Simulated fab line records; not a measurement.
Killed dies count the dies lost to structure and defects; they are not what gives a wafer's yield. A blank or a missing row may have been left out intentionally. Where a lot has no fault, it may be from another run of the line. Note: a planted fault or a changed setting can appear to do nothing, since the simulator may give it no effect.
fab line records	flow sky130
record: lots: 12	wafers: 36	last_day: 50
route steps=708 shown DNWELL@43 VT_ADJUST_NCORE@123 SONOS_TUNNEL@161 PAD_OPEN@708
lots with no fault: from the same line, run without faults
start_h: the number of hours between the record's first day and the start of the first shown wafer of the lot	wait_h: hours since the lot's step before	" unchanged from the row above	L1.1+2: several wafers, shown together as one row	- no value present, or no start provided	* or withheld: withheld	< > ~ a bound
route shown NAME@n: a module of which the file shows steps, and the number in the route of the first	usual: mean/standard deviation taken from wafers without a fault	same: alike in all rows	chamber/n: place in a boat	sites: each site's reading	_std_site: the standard deviation of these	_edge_site: mean of outer sites minus mean of inner sites	radius_mm: how far each site lies from the wafer's centre	mask NAME#n: copy n	behind: the most recent tool/chamber to have shaped the wafer	hold: the reason the lot was held/the length of the hold in hours/how it ended	device: the transistor (n, p or np) that didn't switch	end of line: the route-end tests of the same wafers	a step given without rows: its recipe and nothing more	killed: count of dies lost to structure and defects at first sort (not the wafer's yield)	map: shows each die of a wafer: x if killed, . if not, _ if none is there
set.NAME: the setting as run; set.NAME@STEP: as run at that earlier step	model.NAME: the simulator's own value behind a step, which no gauge read
a sample of lots followed through the steps of the route, with each step as a table and each wafer as a row
services: when a tool's chamber went out of use (start_h, in hours from the record's first day, below 0 if earlier), for how many hours, and the reason
== steps ==
step: SKY_DNWELL_STRIP_08
recipe: chemistry: O2/N2	power_w: 1400	pressure_mtorr: 1500	platen_temp_c: withheld	o2_flow_sccm: 3000	n2_flow_sccm: 300	overash_fraction: 0.5
usual: drypump_motor_current_A: 5.7/0.32	oes_product_au: 0.723/0.0047	strip_time_to_endpoint_s: 36.98/0.11
lot.wafer	tool	chamber	start_h	wait_h	drypump_motor_current_A	oes_product_au	rf_hours_counter_h	strip_time_to_endpoint_s
L347.1	plasma_asher-04	0	49.52	0.1	5.8	0.724	38	37.04
L347.2	"	1	"	"	6.0	0.723	38	36.91
L347.6	"	1	"	"	6.0	0.724	-	36.96
L350.2	plasma_asher-02	0	69.18	0.1	5.7	0.725	40	36.99
L350.3	"	0	"	"	5.7	0.728	-	37.15
L350.6	"	1	"	"	5.8	0.732	-	37.01
L352.3	plasma_asher-02	0	80.46	0.1	5.7	0.723	-	36.94
L352.4	"	1	"	"	5.8	0.723	-	36.92
L352.6	"	1	"	"	5.8	0.719	-	37.00
L355.1	plasma_asher-02	1	94.93	0.1	5.8	0.730	42	37.01
L355.3	"	0	"	"	5.7	0.726	-	36.96
L355.4	"	1	"	"	5.8	0.724	-	36.96
L360.2	plasma_asher-03	0	123.62	0.1	4.9	0.723	31	36.92
L360.4	"	1	"	"	5.8	0.722	-	36.92
L360.5	"	0	"	"	4.9	0.713	-	36.87
L361.1	plasma_asher-02	1	129.83	0.1	5.8	0.727	2	37.13
L361.3	"	0	"	"	5.7	0.724	-	37.14
L361.4	"	1	"	"	5.8	0.732	-	37.02
L363.2	plasma_asher-03	0	137.58	0.1	4.9	0.724	34	36.94
L363.4	"	0	"	"	4.9	0.726	-	36.90
L363.5	"	1	"	"	5.8	0.726	-	36.82
L366.1	plasma_asher-02	0	154.28	0.1	5.7	0.726	5	36.94
L366.4	"	0	"	"	5.7	0.728	-	36.98
L366.5	"	0	"	"	5.7	0.728	-	36.93
L367.2	plasma_asher-02	1	158.37	0.1	5.8	0.724	6	36.76
L367.3	"	1	"	"	5.8	0.725	-	36.75
L367.5	"	1	"	"	5.8	0.729	-	36.96
L368.4	plasma_asher-02	1	163.25	0.1	5.8	0.724	-	37.10
L368.5	"	1	"	"	5.8	0.718	-	37.05
L368.6	"	0	"	"	5.7	0.727	-	37.13
L369.2	plasma_asher-04	1	174.42	0.1	6.0	0.720	48	37.18
L369.4	"	0	"	"	5.9	0.722	-	37.14
L369.6	"	1	"	"	6.0	0.721	-	37.18
L370.2	plasma_asher-02	1	179.83	0.1	5.8	0.718	8	36.96
L370.4	"	1	"	"	5.8	0.726	-	36.97
L370.5	"	0	"	"	5.7	0.718	-	36.95
step: SKY_VT_ADJUST_NCORE_EXPOSE_04
recipe: mask_id: LVTN_COMPLEMENT_THIN	na: 0.6	source_shape: conventional	sigma_outer: 0.6	polarization: unpolarized	target_cd_nm: 380	dose_mj: 139
lot.wafer	tool	chamber	start_h	wait_h	mask
L347.1+2+6	iline_stepper-01	0	166.15	-	LVTN_COMPLEMENT_THIN#0
L350.2+3+6	iline_stepper-01	0	192.60	-	HVN_STD_DERIVED#0
L352.3+4+6	iline_stepper-01	0	206.62	-	LVTN_COMPLEMENT_THIN#0
L355.1+3+4	iline_stepper-02	0	224.50	-	LVTN_COMPLEMENT_THIN#0
L360.2+4+5	iline_stepper-01	0	264.27	-	LVTN_COMPLEMENT_THIN#0
L361.1+3+4	iline_stepper-02	0	270.60	-	LVTN_COMPLEMENT_THIN#0
L363.2+4+5	iline_stepper-02	0	280.59	-	LVTN_COMPLEMENT_THIN#0
L366.1+4+5	iline_stepper-02	0	300.83	-	LVTN_COMPLEMENT_THIN#0
L367.2+3+5	iline_stepper-02	0	306.84	-	LVTN_COMPLEMENT_THIN#0
L368.4+5+6	iline_stepper-01	0	311.71	-	LVTN_COMPLEMENT_THIN#0
L369.2+4+6	iline_stepper-02	0	326.97	-	LVTN_COMPLEMENT_THIN#0
L370.2+4+5	iline_stepper-01	0	331.97	-	LVTN_COMPLEMENT_THIN#0
step: SKY_VT_ADJUST_NCORE_CD_MEAS_07
recipe: target_cd_nm: 380
usual: cd_nm: 380.0/2.3
lot.wafer	tool	chamber	start_h	wait_h	cd_nm
L347.1	cd_sem-02	-	175.62	0.1	379.3
L347.2	"	-	"	"	382.8
L347.6	"	-	"	"	382.5
L350.2	cd_sem-02	-	202.65	0.1	-
L350.3	"	-	"	"	-
L350.6	"	-	"	"	-
L352.3	cd_sem-02	-	217.46	0.1	379.4
L352.4	"	-	"	"	380.3
L352.6	"	-	"	"	378.9
L355.1	cd_sem-01	-	235.83	0.1	379.4
L355.3	"	-	"	"	380.9
L355.4	"	-	"	"	377.1
L360.2	cd_sem-01	-	275.30	0.1	384.7
L360.4	"	-	"	"	384.5
L360.5	"	-	"	"	385.1
L361.1	cd_sem-01	-	282.37	0.1	378.4
L361.3	"	-	"	"	380.4
L361.4	"	-	"	"	378.1
L363.2	cd_sem-02	-	292.25	0.1	382.2
L363.4	"	-	"	"	380.3
L363.5	"	-	"	"	380.6
L366.1	cd_sem-02	-	312.63	0.1	381.0
L366.4	"	-	"	"	377.9
L366.5	"	-	"	"	378.2
L367.2	cd_sem-02	-	318.74	0.1	377.5
L367.3	"	-	"	"	374.5
L367.5	"	-	"	"	375.8
L368.4	cd_sem-01	-	324.48	0.1	381.4
L368.5	"	-	"	"	381.5
L368.6	"	-	"	"	381.0
L369.2	cd_sem-02	-	340.72	0.1	381.0
L369.4	"	-	"	"	378.5
L369.6	"	-	"	"	380.6
L370.2	cd_sem-01	-	345.10	0.1	379.0
L370.4	"	-	"	"	379.7
L370.5	"	-	"	"	378.4
step: SKY_VT_ADJUST_NCORE_TW_MEAS_11
usual: VT_ADJUST_NCORE_TW: 220.5/2.1
lot.wafer	tool	chamber	start_h	wait_h	VT_ADJUST_NCORE_TW
L347.1	film_metro-01	-	176.03	0.1	222.1
L347.2	"	-	"	"	223.6
L347.6	"	-	"	"	222.8
L350.2	film_metro-02	-	203.05	0.1	30.3
L350.3	"	-	"	"	30.3
L350.6	"	-	"	"	30.3
L352.3	film_metro-03	-	217.85	0.1	218.3
L352.4	"	-	"	"	218.6
L352.6	"	-	"	"	220.5
L355.1	film_metro-03	-	236.23	0.1	218.3
L355.3	"	-	"	"	219.2
L355.4	"	-	"	"	219.2
L360.2	film_metro-01	-	275.70	0.1	223.9
L360.4	"	-	"	"	224.2
L360.5	"	-	"	"	224.5
L361.1	film_metro-03	-	282.78	0.1	219.2
L361.3	"	-	"	"	217.1
L361.4	"	-	"	"	216.8
L363.2	film_metro-01	-	292.64	0.1	224.5
L363.4	"	-	"	"	223.6
L363.5	"	-	"	"	223.8
L366.1	film_metro-01	-	313.03	0.1	221.3
L366.4	"	-	"	"	221.7
L366.5	"	-	"	"	222.4
L367.2	film_metro-03	-	319.33	0.1	218.7
L367.3	"	-	"	"	219.5
L367.5	"	-	"	"	219.0
L368.4	film_metro-03	-	324.86	0.1	218.1
L368.5	"	-	"	"	220.7
L368.6	"	-	"	"	218.5
L369.2	film_metro-02	-	341.12	0.1	222.5
L369.4	"	-	"	"	222.9
L369.6	"	-	"	"	222.0
L370.2	film_metro-03	-	345.49	0.1	219.4
L370.4	"	-	"	"	220.3
L370.5	"	-	"	"	219.3
step: SKY_SONOS_TUNNEL_CD_MEAS_07
recipe: target_cd_nm: 410
usual: cd_nm: 408.8/2.4
lot.wafer	tool	chamber	start_h	wait_h	cd_nm
L347.1	cd_sem-02	-	242.57	0.1	408.0
L347.2	"	-	"	"	408.2
L347.6	"	-	"	"	408.0
L350.2	cd_sem-02	-	272.35	0.1	410.6
L350.3	"	-	"	"	410.7
L350.6	"	-	"	"	410.7
L352.3	cd_sem-02	-	289.37	0.1	414.5
L352.4	"	-	"	"	411.7
L352.6	"	-	"	"	413.3
L355.1	cd_sem-02	-	308.98	0.1	410.2
L355.3	"	-	"	"	409.4
L355.4	"	-	"	"	408.4
L360.2	cd_sem-02	-	352.90	0.1	411.6
L360.4	"	-	"	"	410.0
L360.5	"	-	"	"	408.3
L361.1	cd_sem-02	-	359.82	0.1	406.4
L361.3	"	-	"	"	408.0
L361.4	"	-	"	"	408.0
L363.2	cd_sem-01	-	371.25	0.1	406.9
L363.4	"	-	"	"	407.4
L363.5	"	-	"	"	405.8
L366.1	cd_sem-01	-	396.82	0.1	407.8
L366.4	"	-	"	"	407.0
L366.5	"	-	"	"	406.7
L367.2	cd_sem-02	-	404.60	0.1	405.6
L367.3	"	-	"	"	407.5
L367.5	"	-	"	"	407.7
L368.4	cd_sem-01	-	409.49	0.1	407.3
L368.5	"	-	"	"	407.0
L368.6	"	-	"	"	404.9
L369.2	cd_sem-01	-	427.85	0.1	406.3
L369.4	"	-	"	"	407.0
L369.6	"	-	"	"	408.0
L370.2	cd_sem-01	-	434.44	0.1	410.3
L370.4	"	-	"	"	412.6
L370.5	"	-	"	"	410.8
step: SKY_SONOS_TUNNEL_OVL_MEAS_08
usual: SONOS_TUNNEL_OVL: 0.1/1.3
lot.wafer	tool	chamber	start_h	wait_h	SONOS_TUNNEL_OVL[nm]
L347.1	overlay-02	-	242.69	0.1	0.3
L347.2	"	-	"	"	-1.7
L347.6	"	-	"	"	0.8
L350.2	overlay-02	-	272.45	0.1	-0.3
L350.3	"	-	"	"	1.3
L350.6	"	-	"	"	0.2
L352.3	overlay-01	-	289.46	0.1	-0.3
L352.4	"	-	"	"	-2.0
L352.6	"	-	"	"	0.9
L355.1	overlay-02	-	309.10	0.1	2.4
L355.3	"	-	"	"	1.3
L355.4	"	-	"	"	-0.9
L360.2	overlay-01	-	353.01	0.1	-1.2
L360.4	"	-	"	"	-1.0
L360.5	"	-	"	"	-2.1
L361.1	overlay-01	-	359.94	0.1	0.4
L361.3	"	-	"	"	1.6
L361.4	"	-	"	"	0.7
L363.2	overlay-01	-	371.35	0.1	0.0
L363.4	"	-	"	"	1.1
L363.5	"	-	"	"	1.6
L366.1	overlay-01	-	396.94	0.1	0.9
L366.4	"	-	"	"	1.2
L366.5	"	-	"	"	0.0
L367.2	overlay-02	-	404.70	0.1	0.8
L367.3	"	-	"	"	2.7
L367.5	"	-	"	"	1.7
L368.4	overlay-02	-	409.57	0.1	0.3
L368.5	"	-	"	"	1.3
L368.6	"	-	"	"	1.0
L369.2	overlay-01	-	427.95	0.1	0.0
L369.4	"	-	"	"	0.1
L369.6	"	-	"	"	-0.7
L370.2	overlay-01	-	434.55	0.1	1.7
L370.4	"	-	"	"	0.4
L370.5	"	-	"	"	1.0
step: SKY_PAD_OPEN_PROBE_99
usual: killed_at_M0_to_M3: 44/7.7	killed_at_M4_up: 3.2/1.7	killed_at_contacts: 24/5.3	killed_at_front_end: 15/4.3	killed_at_other: 0.3/0.57	killed_dies: 87/11	killed_on_rim: 17/3.8	killed_open: 47/7.4	killed_short: 40/6.5
same: gross_dies: 492	killed_at_back_side: 0
lot.wafer	tool	chamber	start_h	wait_h	killed_at_M0_to_M3	killed_at_M4_up	killed_at_contacts	killed_at_front_end	killed_at_other	killed_dies	killed_on_rim	killed_open	killed_short
L347.1	prober-02	-	1068.65	0.1	51	2	27	5	1	86	11	48	38
L347.2	prober-02	-	1068.70	0.1	41	4	33	11	0	89	19	52	37
L347.6	prober-02	-	1068.90	0.2	51	5	22	11	0	89	16	48	41
L350.2	prober-01	-	1091.25	0.1	39	1	29	422	1	492	96	41	35
L350.3	prober-01	-	1091.30	0.2	39	4	29	419	1	492	96	45	48
L350.6	prober-01	-	1091.45	0.2	58	6	25	403	0	492	96	57	50
L355.1	prober-02	-	1123.20	0.1	45	2	18	10	0	75	16	46	29
L355.3	prober-02	-	1123.30	0.2	44	3	22	11	0	80	16	50	30
L355.4	prober-02	-	1123.35	0.2	37	3	29	17	0	86	20	45	41
L361.1	prober-01	-	1155.76	0.1	54	2	22	13	1	92	14	45	46
L361.3	prober-01	-	1155.86	0.2	48	3	32	21	1	105	21	60	45
L361.4	prober-01	-	1155.91	0.2	49	1	25	27	1	103	22	58	45
L363.2	prober-01	-	1162.73	0.1	46	8	25	19	1	99	23	43	55
L363.4	prober-01	-	1162.83	0.2	53	9	22	7	0	91	16	52	39
L363.5	prober-01	-	1162.88	0.2	37	1	32	11	1	82	18	45	37
L360.2	prober-02	-	1167.94	0.1	42	3	27	15	0	87	17	43	44
L360.4	prober-02	-	1168.04	0.2	35	0	22	11	0	68	12	41	27
L360.5	prober-02	-	1168.09	0.2	46	4	23	11	0	84	18	43	41
L366.1	prober-01	-	1179.55	0.1	42	3	31	16	1	93	19	55	36
L366.4	prober-01	-	1179.70	0.2	31	2	30	18	0	81	17	42	39
L366.5	prober-01	-	1179.75	0.2	46	3	21	20	0	90	18	47	43
killed by level:class
L347.1 VIA1:geometric_particle:open=12 CONTACT:geometric_particle:open=9 LI_CONTACT:geometric_particle:open=7 VIA1:geometric_particle:short=7 METAL2:geometric_particle:short=7 VIA2:geometric_particle:short=6 LOCAL_INTERCONNECT:geometric_particle:short=5 VIA2:geometric_particle:open=5
L347.2 CONTACT:geometric_particle:open=15 VIA1:geometric_particle:open=9 LI_CONTACT:geometric_particle:open=7 METAL1:geometric_particle:short=6 VIA2:geometric_particle:open=6 LOCAL_INTERCONNECT:geometric_particle:short=5 VIA1:geometric_particle:short=5 FIELD_ISO:geometric_particle:short=4
L347.6 VIA1:geometric_particle:open=12 CONTACT:geometric_particle:open=8 LI_CONTACT:geometric_particle:open=7 METAL1:geometric_particle:short=7 VIA1:geometric_particle:short=7 VIA2:geometric_particle:short=5 VIA2:geometric_particle:open=5 VIA3:geometric_particle:open=5
L350.2 VT_ADJUST_NCORE:area_expose=416 CONTACT:geometric_particle:open=9 LI_CONTACT:geometric_particle:open=8 VIA1:geometric_particle:open=8 METAL2:geometric_particle:short=7 VIA2:geometric_particle:open=6 CONTACT:geometric_particle:short=5 VIA2:geometric_particle:short=5
L350.3 VT_ADJUST_NCORE:area_expose=399 LI_CONTACT:geometric_particle:open=7 CONTACT:geometric_particle:open=7 CONTACT:geometric_particle:short=7 FIELD_ISO:geometric_particle:open=6 VIA1:geometric_particle:short=6 METAL2:geometric_particle:short=6 METAL3:geometric_particle:short=6
L350.6 VT_ADJUST_NCORE:area_expose=385 VIA1:geometric_particle:open=12 CONTACT:geometric_particle:open=11 METAL1:geometric_particle:short=9 METAL2:geometric_particle:short=8 VIA2:geometric_particle:open=8 LI_CONTACT:geometric_particle:open=7 VIA1:geometric_particle:short=6
L355.1 VIA1:geometric_particle:open=17 CONTACT:geometric_particle:open=7 VIA1:geometric_particle:short=6 LI_CONTACT:geometric_particle:open=5 VIA2:geometric_particle:open=5 CONTACT:geometric_particle:short=4 METAL2:geometric_particle:short=4 FIELD_ISO:geometric_particle:short=3
L355.3 VIA1:geometric_particle:open=16 CONTACT:geometric_particle:open=10 VIA2:geometric_particle:open=8 VIA3:geometric_particle:open=5 VIA1:geometric_particle:short=5 LI_CONTACT:geometric_particle:open=4 CONTACT:geometric_particle:short=4 METAL2:geometric_particle:short=4
L355.4 CONTACT:geometric_particle:open=11 VIA1:geometric_particle:open=11 LI_CONTACT:geometric_particle:open=8 METAL2:geometric_particle:short=8 POLY_GATE:geometric_particle:short=5 FIELD_ISO:geometric_particle:short=4 LI_CONTACT:geometric_particle:short=4 CONTACT:geometric_particle:short=4
L361.1 VIA1:geometric_particle:open=10 CONTACT:geometric_particle:open=7 METAL1:geometric_particle:short=7 VIA2:geometric_particle:short=7 VIA2:geometric_particle:open=7 VIA3:geometric_particle:open=7 LI_CONTACT:geometric_particle:open=6 VIA3:geometric_particle:short=6
L361.3 VIA1:geometric_particle:open=14 CONTACT:geometric_particle:open=11 LI_CONTACT:geometric_particle:open=8 METAL2:geometric_particle:short=7 VIA3:geometric_particle:open=7 POLY_GATE:geometric_particle:open=6 CONTACT:geometric_particle:short=6 FIELD_ISO:geometric_particle:open=4
L361.4 CONTACT:geometric_particle:open=11 VIA1:geometric_particle:open=11 VIA2:geometric_particle:open=11 FIELD_ISO:geometric_particle:open=7 METAL1:geometric_particle:short=7 FIELD_ISO:geometric_particle:short=5 POLY_GATE:geometric_particle:short=5 LI_CONTACT:geometric_particle:open=5
L363.2 CONTACT:geometric_particle:open=8 CONTACT:geometric_particle:short=7 VIA2:geometric_particle:open=7 METAL4:geometric_particle:short=7 METAL1:geometric_particle:short=6 VIA1:geometric_particle:open=6 FIELD_ISO:geometric_particle:open=5 LI_CONTACT:geometric_particle:open=5
L363.4 VIA3:geometric_particle:open=12 METAL1:geometric_particle:short=9 VIA1:geometric_particle:open=9 LI_CONTACT:geometric_particle:open=7 METAL4:geometric_particle:short=6 CONTACT:geometric_particle:open=5 CONTACT:geometric_particle:short=5 VIA1:geometric_particle:short=4
L363.5 CONTACT:geometric_particle:open=13 VIA1:geometric_particle:open=8 LI_CONTACT:geometric_particle:short=7 VIA2:geometric_particle:open=7 LOCAL_INTERCONNECT:geometric_particle:short=6 VIA2:geometric_particle:short=5 VIA3:geometric_particle:open=4 POLY_GATE:geometric_particle:short=3
L360.2 VIA1:geometric_particle:open=8 CONTACT:geometric_particle:open=8 LOCAL_INTERCONNECT:geometric_particle:short=7 METAL1:geometric_particle:short=7 VIA2:geometric_particle:open=6 LI_CONTACT:geometric_particle:open=5 METAL2:geometric_particle:short=5 VIA3:geometric_particle:open=5
L360.4 LI_CONTACT:geometric_particle:open=10 VIA1:geometric_particle:open=10 CONTACT:geometric_particle:open=7 POLY_GATE:geometric_particle:short=5 METAL3:geometric_particle:short=5 POLY_GATE:geometric_particle:open=4 VIA3:geometric_particle:open=4 LI_CONTACT:geometric_particle:short=3
L360.5 VIA3:geometric_particle:open=10 VIA1:geometric_particle:open=9 VIA1:geometric_particle:short=8 CONTACT:geometric_particle:open=7 LI_CONTACT:geometric_particle:open=6 POLY_GATE:geometric_particle:open=5 LI_CONTACT:geometric_particle:short=4 VIA2:geometric_particle:short=4
L366.1 VIA1:geometric_particle:open=11 LI_CONTACT:geometric_particle:open=10 VIA3:geometric_particle:open=9 CONTACT:geometric_particle:open=8 VIA2:geometric_particle:open=7 METAL2:geometric_particle:short=7 CONTACT:geometric_particle:short=6 FIELD_ISO:geometric_particle:short=5
L366.4 CONTACT:geometric_particle:open=11 CONTACT:geometric_particle:short=7 VIA3:geometric_particle:open=7 LI_CONTACT:geometric_particle:short=5 VIA2:geometric_particle:open=5 POLY_GATE:geometric_particle:short=4 LOCAL_INTERCONNECT:geometric_particle:short=4 VIA1:geometric_particle:open=4
L366.5 CONTACT:geometric_particle:open=11 METAL1:geometric_particle:short=8 VIA3:geometric_particle:open=7 VIA1:geometric_particle:open=6 POLY_GATE:geometric_particle:open=5 LI_CONTACT:geometric_particle:open=5 VIA1:geometric_particle:short=5 VIA2:geometric_particle:open=5
== services ==
tool	chamber	start_h	hours	kind
plasma_asher-02	-	33.59	4.4	repair
plasma_asher-02	-	38.82	5.7	repair
iline_stepper-02	-	59.95	4.4	pm
plasma_asher-03	-	60.67	6.4	repair
iline_stepper-02	-	64.39	1.7	pm
plasma_asher-03	-	88.68	14.6	pm
plasma_asher-02	-	108.75	9.0	pm
plasma_asher-02	0	108.75	9.0	vent_cycle
plasma_asher-02	1	108.75	9.0	vent_cycle
plasma_asher-02	0	117.75	-	clean
plasma_asher-02	1	117.75	-	clean
iline_stepper-02	0	119.61	-	calibration
plasma_asher-04	-	123.92	31.8	pm
iline_stepper-01	-	139.60	16.0	repair
plasma_asher-04	-	155.69	4.3	pm
plasma_asher-02	-	180.26	0.4	repair
plasma_asher-03	-	182.25	0.7	repair
iline_stepper-01	-	209.80	1.7	pm
iline_stepper-01	0	225.72	-	calibration
plasma_asher-03	-	266.13	1.1	repair
plasma_asher-02	-	267.92	4.6	repair
iline_stepper-02	-	278.55	1.7	pm
plasma_asher-03	-	288.44	2.5	repair
plasma_asher-02	-	324.98	1.7	repair
== key ==
first_sign: step: SKY_VT_ADJUST_NCORE_EXPOSE_04	reading: mask	direction: changed
effect: step: SKY_VT_ADJUST_NCORE_CD_MEAS_07	reading: cd_nm	direction: missing
effect: step: SKY_VT_ADJUST_NCORE_TW_MEAS_11	reading: VT_ADJUST_NCORE_TW	direction: down	sigmas: 90	usual: 220.5	struck: 30.3
effect: step: SKY_PAD_OPEN_PROBE_99	reading: killed_at_front_end	direction: up	sigmas: 93	usual: 15	struck: 415
more_kills_born_at: SKY_VT_ADJUST_NCORE_EXPOSE_04@iline_stepper-01: 1200
met_at SKY_VT_ADJUST_NCORE_EXPOSE_04
struck_lots L350
tester_left_out L350
not_acting_at SKY_DNWELL_STRIP_08,SKY_SONOS_TUNNEL_CD_MEAS_07,SKY_SONOS_TUNNEL_OVL_MEAS_08
onset_between 166.15 192.60
fault: kind: wrong_mask	tool: any	chamber: -	onset_h: 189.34	steps: SKY_VT_ADJUST_NCORE_EXPOSE_04	aux_copy: HVN_STD_DERIVED#0	scope: struck_lots_only
tester_left_out: of these lots the tester's yield and bins aren't shown, on N5 and GAA mostly nor the transistor test; their killed dies are dies lost to structure and defects alone, not to doping, threshold or leakage, so they don't give the yield
